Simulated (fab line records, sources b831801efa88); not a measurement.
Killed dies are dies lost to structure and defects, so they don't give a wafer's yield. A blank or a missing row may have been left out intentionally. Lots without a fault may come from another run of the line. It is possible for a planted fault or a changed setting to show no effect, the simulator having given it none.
Matching of chambers    flow sky130    4 sister chambers for SKY_VIA1_CMP_24 on cmp-02
The step polishes, stops on SiO2, t overpolish 15 s, target thk 0 nm. 8 wafers are shown with their chamber, then 8 later ones without.

WAFERS PAIRED WITH THEIR CHAMBERS
wafer   chamber  motor_current_A (A)  time_to_endpoint_s (s)
L310.2  0        10.5                 68
L313.5  2        12.4                 65
L313.6  1        12.7                 62
L319.4  2        12.7                 70
L319.6  1        12.3                 64
L325.4  0        9.9                  67
L325.6  3        12.0                 66
L326.1  3        11.8                 68

WAFERS WITHOUT THEIR CHAMBER
wafer   motor_current_A (A)  time_to_endpoint_s (s)
L326.4  9.9                  71
L326.5  12.9                 67
L328.4  9.9                  65
L328.5  13.0                 63
L328.6  9.8                  65
L330.2  12.4                 62
L330.3  9.7                  66
L330.6  9.8                  68

EACH ONE'S CHAMBER
wafer    from the rows above       in truth
L326.4   0                         0
L326.5   can't be placed: 2 or 1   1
L328.4   0                         0
L328.5   can't be placed: 1 or 2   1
L328.6   0                         0
L330.2   1                         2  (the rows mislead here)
L330.3   0                         0
L330.6   0                         0
5 of 8 placed correctly. Unplaceable from these rows: 2, with the true chamber sitting among the candidates in 2. Placed wrongly: 1.
How it was worked out, from the rows above alone: a wafer's distance from a chamber is the root of the sum, over the readings, of the square of ((its reading less the chamber's mean) divided by the reading's scatter). If the next closest chamber is less than 2 further off than the closest, the wafer can't be placed; otherwise it belongs to the closest. For every chamber, the mean is computed from those of its wafers that are shown. How the scatter is found: for the shown wafers, subtract from each reading the mean of its chamber, square and add these, divide the total by (wafers less chambers), then take the root.
